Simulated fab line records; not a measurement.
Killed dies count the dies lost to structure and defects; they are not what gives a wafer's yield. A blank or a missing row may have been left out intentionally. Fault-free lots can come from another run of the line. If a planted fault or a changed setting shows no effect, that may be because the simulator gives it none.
Code-filled problem report in 8D (eight disciplines) form    flow sky130    the parts of the form that need people (team, actions taken, sign-off) are left out

## 1. THE ISSUE
At SKY_METAL3_SPUTTER_01, cathode_dc_power_W averages 5180.1 W over 6 wafers from 2 lots, while fault-free wafers read 6500.0 W, standard deviation 1.2. So: -99 or more standard deviations from the usual mean.
The step: material TiN, target thk 20 nm, time 16.7 s.
Seen first at day 40 09:33 on pvd_sputter-02, wafer L360.1. The record holds 41 wafers of 14 lots with a number at this step. Rule for "out" (also "out of limits"): further than 4 standard deviations from the usual mean. The rest of the wafers with a number are treated as sound.

## 2. WHAT IT IS; WHAT IT IS NOT
question                     is                      is not
which readings at this step  cathode_dc_power_W      throttle_valve_pct
which lots                   L360, L361              L350, L351, L352, L353, L362, L364, L366, L368, L370, L371, L372, L373
which wafers of those lots   all that have a number  -
read on which tools          pvd_sputter-02          pvd_sputter-01, pvd_sputter-03
when                         from day 40 09:33       up to then (12 sound wafers); but 23 sound wafers of L362, L364, L366, L368, L370, L371, L372, L373 came after

## 3. SUSPECTS, AND WHAT RULES EACH OUT
Counting: any tool at a process step up to the reading is kept as a suspect provided that every lot that is out went through it and no sound lot did after the first of them.
- rie_diel-03 at SKY_VIA2_ETCH_15 (etches SiO2 in C4F8/O2/Ar, stops on TiN, target depth 546 nm, time 84 s): ruled out as a lasting fault. The sound lots L364, L366, L368, L370, L371 went through it after L360, its earliest lot that is out (day 40 08:12).
- pvd_sputter-02 at SKY_METAL3_SPUTTER_01 (material TiN, target thk 20 nm, time 16.7 s): kept. It ran every lot that is out, first L360 (day 40 09:33), and no sound lot after that; its last sound lot up to then is L351 (day 36 07:04). Out on those wafers are its own readings of cathode_dc_power_W.
Remaining after the count: pvd_sputter-02 at SKY_METAL3_SPUTTER_01.

## 4. THE CAUSE (what the simulator had put in)
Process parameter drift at SKY_METAL3_SPUTTER_01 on pvd_sputter-02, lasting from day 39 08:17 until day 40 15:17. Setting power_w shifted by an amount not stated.
The count eliminated every tool but this one.

## 5. THE CHAIN OF EFFECTS, in route order
Each row: a reading whose mean over the struck wafers that have a number lies more than 3 standard deviations from the usual. Readings are gone through only where the record gives a usual standard deviation; hours: the median, over the lots, of the time from a lot's start at the first step in this table giving one to that lot's start at this step; sigmas: the change measured in usual standard deviations.
hours  step                   reading             usual     on struck wafers  change   sigmas
0      SKY_METAL3_SPUTTER_01  cathode_dc_power_W  6500.0 W  5180.1            -1319.9  -99 or more
Process steps it contains:
- SKY_METAL3_SPUTTER_01: material TiN, target thk 20 nm, time 16.7 s.
At these later measuring or inspecting steps, every struck wafer for which the step has a row has a number for every such reading, and none has moved that far: SKY_CAPM_RS_MEAS_03.

## 6. WHAT WOULD HAVE CAUGHT IT SOONER
In this record the first reading out of limits was taken at day 40 09:33, 25 hours after the fault began at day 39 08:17.
